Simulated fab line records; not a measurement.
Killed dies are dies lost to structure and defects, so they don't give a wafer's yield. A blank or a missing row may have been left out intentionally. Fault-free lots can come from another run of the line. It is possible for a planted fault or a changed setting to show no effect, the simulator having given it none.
The tool behind it: which one? || flow gf180mcu || Sampling: 14 lots, 42 wafers, 2 of 602 route steps

## WHAT THE GAUGES READ, wafer by wafer
GF_V1_THK_MEAS_03.
{"lot": "L492", "measured": "day 17 21:37", "on": "film-metro-01", "V1_CVD_02_THK (nm)": "851 845 847"}
{"lot": "L495", "measured": "day 19 02:35", "on": "film-metro-02", "V1_CVD_02_THK (nm)": "835 848 852"}
{"lot": "L496", "measured": "day 19 21:44", "on": "film-metro-04", "V1_CVD_02_THK (nm)": "833 833 856"}
{"lot": "L497", "measured": "day 19 22:56", "on": "film-metro-02", "V1_CVD_02_THK (nm)": "833 831 853"}
{"lot": "L498", "measured": "day 20 10:05", "on": "film-metro-01", "V1_CVD_02_THK (nm)": "1268 1291 1286"}
{"lot": "L499", "measured": "day 20 13:25", "on": "film-metro-04", "V1_CVD_02_THK (nm)": "1277 1266 1276"}
{"lot": "L505", "measured": "day 22 23:26", "on": "film-metro-01", "V1_CVD_02_THK (nm)": "852 869 871"}
{"lot": "L506", "measured": "day 23 06:43", "on": "film-metro-04", "V1_CVD_02_THK (nm)": "850 868 857"}
{"lot": "L507", "measured": "day 23 09:23", "on": "film-metro-01", "V1_CVD_02_THK (nm)": "862 871 861"}
{"lot": "L508", "measured": "day 23 18:07", "on": "film-metro-02", "V1_CVD_02_THK (nm)": "853 857 861"}
{"lot": "L509", "measured": "day 23 23:38", "on": "film-metro-01", "V1_CVD_02_THK (nm)": "854 876 868"}
{"lot": "L510", "measured": "day 24 15:03", "on": "film-metro-04", "V1_CVD_02_THK (nm)": "842 867 847"}
{"lot": "L511", "measured": "day 24 17:11", "on": "film-metro-04", "V1_CVD_02_THK (nm)": "823 832 849"}
{"lot": "L512", "measured": "day 25 00:46", "on": "film-metro-04", "V1_CVD_02_THK (nm)": "839 869 878"}

## EACH LOT AND THE TOOL THAT RAN IT (in order: tool; ch and the chambers of the sampled wafers; start)
{"lot": "L492", "GF_V1_CVD_02": "pecvd-04 ch 0,1,2, day 17 21:32"}
{"lot": "L495", "GF_V1_CVD_02": "pecvd-03 ch 0,1, day 19 02:31"}
{"lot": "L496", "GF_V1_CVD_02": "pecvd-04 ch 0,1,2, day 19 21:40"}
{"lot": "L497", "GF_V1_CVD_02": "pecvd-03 ch 0,2, day 19 22:52"}
{"lot": "L498", "GF_V1_CVD_02": "pecvd-03 ch 0,1,2, day 20 09:59"}
{"lot": "L499", "GF_V1_CVD_02": "pecvd-03 ch 0,1,2, day 20 13:21"}
{"lot": "L505", "GF_V1_CVD_02": "pecvd-01 ch 0,1,2, day 22 23:22"}
{"lot": "L506", "GF_V1_CVD_02": "pecvd-04 ch 0,1,2, day 23 06:38"}
{"lot": "L507", "GF_V1_CVD_02": "pecvd-01 ch 0,2, day 23 09:19"}
{"lot": "L508", "GF_V1_CVD_02": "pecvd-01 ch 0,2, day 23 18:02"}
{"lot": "L509", "GF_V1_CVD_02": "pecvd-01 ch 1,2, day 23 23:34"}
{"lot": "L510", "GF_V1_CVD_02": "pecvd-03 ch 0,1,2, day 24 14:58"}
{"lot": "L511", "GF_V1_CVD_02": "pecvd-04 ch 0,1, day 24 17:07"}
{"lot": "L512", "GF_V1_CVD_02": "pecvd-01 ch 1,2, day 25 00:41"}
- GF_V1_CVD_02: deposits SiO2 from TEOS, target thk 850 nm, time 94.851 s.

## WHAT THE TOOLS THEMSELVES READ (means of the sampled wafers that have a number; where no wafer has one, the mark that the record gives instead)
GF_V1_CVD_02.
{"lot": "L492", "tool": "pecvd-04", "heater-power-w (W)": 846}
{"lot": "L495", "tool": "pecvd-03", "heater-power-w (W)": 716}
{"lot": "L496", "tool": "pecvd-04", "heater-power-w (W)": 810}
{"lot": "L497", "tool": "pecvd-03", "heater-power-w (W)": 801}
{"lot": "L498", "tool": "pecvd-03", "heater-power-w (W)": 782}
{"lot": "L499", "tool": "pecvd-03", "heater-power-w (W)": 661}
{"lot": "L505", "tool": "pecvd-01", "heater-power-w (W)": 679}
{"lot": "L506", "tool": "pecvd-04", "heater-power-w (W)": 867}
{"lot": "L507", "tool": "pecvd-01", "heater-power-w (W)": 668}
{"lot": "L508", "tool": "pecvd-01", "heater-power-w (W)": 644}
{"lot": "L509", "tool": "pecvd-01", "heater-power-w (W)": 645}
{"lot": "L510", "tool": "pecvd-03", "heater-power-w (W)": 754}
{"lot": "L511", "tool": "pecvd-04", "heater-power-w (W)": 739}
{"lot": "L512", "tool": "pecvd-01", "heater-power-w (W)": 729}

## THE ANSWER, worked out from the rows above alone
Rule: what is usual is taken from the lots themselves. Put in order of their means at a reading, lots are off if they are a third of the lots or fewer, leave a main group of 4 or more, and stand apart from it by a gap of 3 or more times the standard deviation of the main group's means; of several such gaps the widest counts. The tables above print the reading to a certain number of digits; a main group whose means all agree to those digits is not used. A lot without any number at a reading at which 4 lots or more have one is off too. Where the step has rows for the other lots, those lots are counted as sound. The gauges are gone through in route order, then the tools' own readings, and for those a lot's mean is taken as printed above. At the first step where some lot is off, the reading lying furthest off is the one used; lots without a number count as furthest.
Off: L498, L499, seen at GF_V1_THK_MEAS_03 (V1_CVD_02_THK). For the main group the mean is 853 nm and the standard deviation 11.
If a tool, at a process step before that reading, ran all the lots that are off and no sound lot after the first of them, it fits. Those tools and the gauges at GF_V1_THK_MEAS_03 are tried in the same way. Not one of the candidates tried fits.

## WHAT THE SIMULATOR HAD INSERTED
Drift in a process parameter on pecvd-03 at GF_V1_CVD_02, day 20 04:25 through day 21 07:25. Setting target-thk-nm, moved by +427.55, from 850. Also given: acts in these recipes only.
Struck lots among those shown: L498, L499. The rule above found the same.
